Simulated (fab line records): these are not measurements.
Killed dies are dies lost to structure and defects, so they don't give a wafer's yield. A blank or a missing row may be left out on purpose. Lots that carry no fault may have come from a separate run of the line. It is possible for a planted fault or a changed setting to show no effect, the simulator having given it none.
A struck lot beside a sound one :: flow sky130 :: 43 out of 708 route steps
Sound: wafers L144.1, L144.3, L144.5. Struck: wafer L155.3 (L155.4, L155.6, from the same lot, were not struck and are left out); the cause is given at the end.
Order at every step that has rows: each side's tool, ch and its chambers, its first start. Under that, the readings that differ: sound wafers :: struck wafers :: difference of the means :: sigmas: that difference in standard deviations of wafers without a fault.
alike: same words and numbers on both sides, and readings whose means sit less than 2 such deviations apart. not compared: any withheld reading, any reading some wafer has no value for, any bound like >300 that may hide the same value, and any number with overlapping values for which the record gives no deviation.
A row with sigmas, a row that says differs or no value, or rows on one side alone: a step with any of these is where the two part. Numbers that don't overlap but have no deviation are shown without sigmas and don't part them. Lack of a reading on every wafer of one side parts them only where that side has two or more wafers.

SKY_SPACER_ETCHBACK_02: etches Si3N4 in CH3F/O2, stops on SiO2, time 46.7 s, target depth 45 nm.
  sound on rieDiel-02 ch 1,2, day 27 22:02; struck on rieDiel-02 ch 0, day 29 13:14
reading: oesProductAu (a.u.)
sound: 0.850 0.842 0.851
struck: 0.863
difference: +0.015
sigmas: +2
  alike: drypumpMotorCurrentA, throttleValvePct
  not compared: rfHoursCounterH
then, 8 steps without rows for these wafers: SKY_POLY_CUT_DEHYDRATE_00 (time 60 s); SKY_POLY_CUT_HMDS_01 (prime time 60 s); SKY_POLY_CUT_COAT_02 (resist thk 60 nm); SKY_POLY_CUT_COAT_03 (resist thk 450 nm); SKY_POLY_CUT_SOFTBAKE_04 (time 90 s); SKY_POLY_CUT_EXPOSE_05 (exposes mask NPCM, target cd 270 nm); SKY_POLY_CUT_PEB_06; SKY_POLY_CUT_DEVELOP_07 (develop time 60 s).
SKY_POLY_CUT_CD_MEAS_08: the cd target is 270 nm.
  sound on cdSem-01, day 29 02:35; struck on cdSem-02, day 30 17:46
  alike: cdNm
SKY_POLY_CUT_OVL_MEAS_09:
  sound on overlay-02, day 29 02:43; struck on overlay-01, day 30 17:51
  alike: POLY_CUT_OVL
SKY_POLY_CUT_ETCH_10: etches BARC in N2/H2, stops on SiO2, time 45.9 s, target depth 60 nm.
  sound on rieDiel-03 ch 1,2,3, day 29 02:45; struck on rieDiel-03 ch 1, day 30 17:53
  alike: drypumpMotorCurrentA, oesProductAu, throttleValvePct
  not compared: rfHoursCounterH
SKY_POLY_CUT_ETCH_11: etches Si3N4 in CF4/CH2F2/Ar, stops on poly-Si, time 42.5 s, target depth 60 nm.
  sound on rieDiel-03 ch 1,2,3, day 29 02:47; struck on rieDiel-03 ch 1, day 30 17:55
  alike: drypumpMotorCurrentA, mfcArSccm, oesProductAu, throttleValvePct
  not compared: rfHoursCounterH
SKY_POLY_CUT_STRIP_12: strips in O2/N2.
  sound on plasmaAsher-03 ch 0,1, day 29 02:50; struck on plasmaAsher-04 ch 1, day 30 17:59
  alike: drypumpMotorCurrentA, oesProductAu, stripTimeToEndpointS
  not compared: rfHoursCounterH
then, 7 steps without rows for these wafers: SKY_SD_P_DEHYDRATE_00 (time 60 s); SKY_SD_P_HMDS_01 (prime time 60 s); SKY_SD_P_COAT_02 (resist thk 1140 nm); SKY_SD_P_SOFTBAKE_03 (time 60 s); SKY_SD_P_EXPOSE_04 (exposes mask PSDM, target cd 380 nm); SKY_SD_P_PEB_05; SKY_SD_P_DEVELOP_06 (develop time 60 s).
SKY_SD_P_CD_MEAS_07: the cd target is 380 nm.
  sound on cdSem-01, day 30 06:28; struck on cdSem-01, day 31 21:05
  alike: cdNm
SKY_SD_P_OVL_MEAS_08:
  sound on overlay-02, day 30 06:35; struck on overlay-02, day 31 21:11
  alike: SD_P_OVL
following that, these wafers have no rows for 1 step: SKY_SD_P_IMPLANT_09.
SKY_SD_P_STRIP_10: strips in O2/N2.
  sound on plasmaAsher-02 ch 1, day 30 06:47; struck on plasmaAsher-04 ch 1, day 31 21:23
reading: oesProductAu (a.u.)
sound: 0.615 0.614 0.612
struck: 0.625
difference: +0.011
sigmas: +2
  alike: drypumpMotorCurrentA, stripTimeToEndpointS
  not compared: rfHoursCounterH
SKY_SD_P_TW_MEAS_11:
  sound on filmMetro-02, day 30 06:53; struck on filmMetro-02, day 31 21:28
  alike: SD_P_TW
then, 8 steps without rows for these wafers: SKY_RES_XHIGH_DEHYDRATE_00 (time 60 s); SKY_RES_XHIGH_HMDS_01 (prime time 60 s); SKY_RES_XHIGH_COAT_02 (resist thk 1140 nm); SKY_RES_XHIGH_SOFTBAKE_03 (time 60 s); SKY_RES_XHIGH_EXPOSE_04 (exposes mask URPM, target cd 1270 nm); SKY_RES_XHIGH_PEB_05; SKY_RES_XHIGH_DEVELOP_06 (develop time 60 s); SKY_RES_XHIGH_IMPLANT_07.
SKY_RES_XHIGH_STRIP_08: strips in O2/N2.
  sound on plasmaAsher-01 ch 0,1, day 31 11:05; struck on plasmaAsher-01 ch 0, day 32 23:26
  alike: drypumpMotorCurrentA, oesProductAu, stripTimeToEndpointS
  not compared: rfHoursCounterH
SKY_RES_XHIGH_TW_MEAS_09:
  sound on filmMetro-04, day 31 11:11; struck on filmMetro-04, day 32 23:31
  alike: RES_XHIGH_TW
then, 6 steps without rows for these wafers: SKY_SD_N_DEHYDRATE_00 (time 60 s); SKY_SD_N_HMDS_01 (prime time 60 s); SKY_SD_N_COAT_02 (resist thk 1140 nm); SKY_SD_N_SOFTBAKE_03 (time 60 s); SKY_SD_N_EXPOSE_04 (exposes mask NSDM, target cd 380 nm); SKY_SD_N_PEB_05.
-- the record jumps here: 17 days lie between the struck wafers' starts before and after (it left off in module SD_N and takes up again in module PAD_OPEN, whose first step shown is number 708 of the route) --
SKY_PAD_OPEN_PROBE_99:
  sound on prober-01, day 49 06:46; struck on prober-01, day 50 09:18
reading: killedAtFrontEnd
sound: 10 11 16
struck: 59
difference: +47
sigmas: +10

reading: killedDies
sound: 97 62 84
struck: 138
difference: +57
sigmas: +6

reading: killedOnRim
sound: 19 8 15
struck: 30
difference: +16
sigmas: +4

reading: killedOpen
sound: 48 40 39
struck: 62
difference: +20
sigmas: +3
  alike: killed_at_M0_to_M3, killed_at_M4_up, killedAtContacts, killedAtOther, killedShort

== WHERE THEY PART ==
At SKY_SPACER_ETCHBACK_02 first; at SKY_PAD_OPEN_PROBE_99 last (within this record only).

WHY: what the simulator had put in
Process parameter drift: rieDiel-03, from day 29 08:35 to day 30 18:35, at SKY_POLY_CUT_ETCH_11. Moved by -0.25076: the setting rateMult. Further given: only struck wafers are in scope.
